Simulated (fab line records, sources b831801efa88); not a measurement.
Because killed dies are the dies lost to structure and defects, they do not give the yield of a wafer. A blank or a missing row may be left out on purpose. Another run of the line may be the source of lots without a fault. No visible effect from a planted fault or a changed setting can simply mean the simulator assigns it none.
Matching of chambers    flow gf180mcu    GF_V5_CMP_26 on cmp-01 has 4 sister chambers
The step polishes, stops on SiO2, t overpolish 15 s, target thk 0 nm. 8 wafers are shown with their chamber, then 7 later ones without.

WAFERS WITH THEIR CHAMBER
wafer   chamber  motor_current_A (A)  overpolish_run_s (s)
L759.1  1        11.1                 14.986
L759.3  3        12.8                 14.993
L759.4  2        10.2                 15.019
L767.2  0        10.0                 14.995
L767.3  2        9.5                  15.007
L767.4  3        12.3                 15.000
L769.1  1        10.9                 14.992
L769.4  0        9.8                  15.007

WAFERS WITHOUT THEIR CHAMBER
wafer   motor_current_A (A)  overpolish_run_s (s)
L769.6  12.4                 14.995
L772.1  10.1                 14.996
L772.3  12.1                 14.999
L772.4  11.2                 14.986
L773.3  12.7                 14.994
L773.4  9.8                  15.006
L773.5  11.8                 14.993

EACH ONE'S CHAMBER
wafer   from the rows above      in truth
L769.6  3                        3
L772.1  can't be placed: 0 or 2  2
L772.3  3                        3
L772.4  1                        1
L773.3  3                        3
L773.4  can't be placed: 0 or 2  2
L773.5  can't be placed: 3 or 1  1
4 of 7 placed correctly. Cannot be placed on the basis of these rows: 3; the candidates contain the true chamber in 3. Placed wrongly: 0.
How it was worked out, from the rows above alone: a wafer's distance from a chamber is the root of the sum, over the readings, of the square of ((its reading less the chamber's mean) divided by the reading's scatter). If the next closest chamber is less than 2 further off than the closest, the wafer can't be placed; otherwise it belongs to the closest. The mean given for a chamber averages the wafers shown for that chamber. The scatter: take each reading less its chamber's mean, square it, sum over the shown wafers, divide by the number of wafers less the number of chambers, and take the root.
